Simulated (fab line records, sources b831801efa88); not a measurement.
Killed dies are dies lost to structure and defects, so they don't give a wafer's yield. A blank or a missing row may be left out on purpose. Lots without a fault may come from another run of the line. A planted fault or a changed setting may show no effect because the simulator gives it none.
Which tool did it? | flow sky130 | 11 lots, 33 wafers sampled, at 1 step of a route of 708

WHAT THE GAUGES READ, wafer by wafer
SKY_FIELD_ISO_THK_MEAS_02.
lot  | measured    | on            | FIELD_ISO_OXIDATION_00_THK (nm)
L426 | day 1 16:38 | film_metro-04 | 11.92 12.28 11.96
L429 | day 2 09:02 | film_metro-01 | 12.06 12.17 11.93
L430 | day 2 13:02 | film_metro-02 | 12.01 11.97 11.99
L431 | day 2 17:39 | film_metro-02 | 12.21 12.16 12.15
L434 | day 3 09:22 | film_metro-02 | 12.39 12.39 12.29
L436 | day 3 19:02 | film_metro-02 | 12.21 12.14 12.02
L438 | day 4 05:19 | film_metro-01 | 12.25 12.35 12.05
L439 | day 4 09:40 | film_metro-02 | 11.45 11.68 11.90
L440 | day 4 14:38 | film_metro-04 | 12.52 12.58 12.38
L441 | day 4 20:24 | film_metro-04 | 12.05 11.97 11.98
L446 | day 5 21:16 | film_metro-04 | 11.86 11.83 11.91

WHICH TOOL RAN EACH LOT (tool, then ch and the chambers of the sampled wafers, then the start)
The record holds no process step before these readings.

WHAT THE TOOLS THEMSELVES READ (means of the sampled wafers that have a number; where no wafer has one, the mark that the record gives instead)
The record holds no such reading with a usual standard deviation.

THE ANSWER, worked out from the rows above alone
Rule: what is usual is taken from the lots themselves. Put in order of their means at a reading, lots are off if they are a third of the lots or fewer, leave a main group of 4 or more, and stand apart from it by a gap of 3 or more times the standard deviation of the main group's means; of several such gaps the widest counts. A main group whose means are all the same, to the digits that the tables above print for the reading, isn't used. A lot without any number at a reading at which 4 lots or more have one is off too. The other lots that the step has rows for count as sound. The gauges are gone through in route order, then the tools' own readings, and for those a lot's mean is taken as printed above. The first step at which some lot is off is used, and at that step the reading that is off furthest; a lot without a number counts as furthest.
No lot is off at any reading shown: from this, nothing can be told.

WHAT THE SIMULATOR HAD PUT IN
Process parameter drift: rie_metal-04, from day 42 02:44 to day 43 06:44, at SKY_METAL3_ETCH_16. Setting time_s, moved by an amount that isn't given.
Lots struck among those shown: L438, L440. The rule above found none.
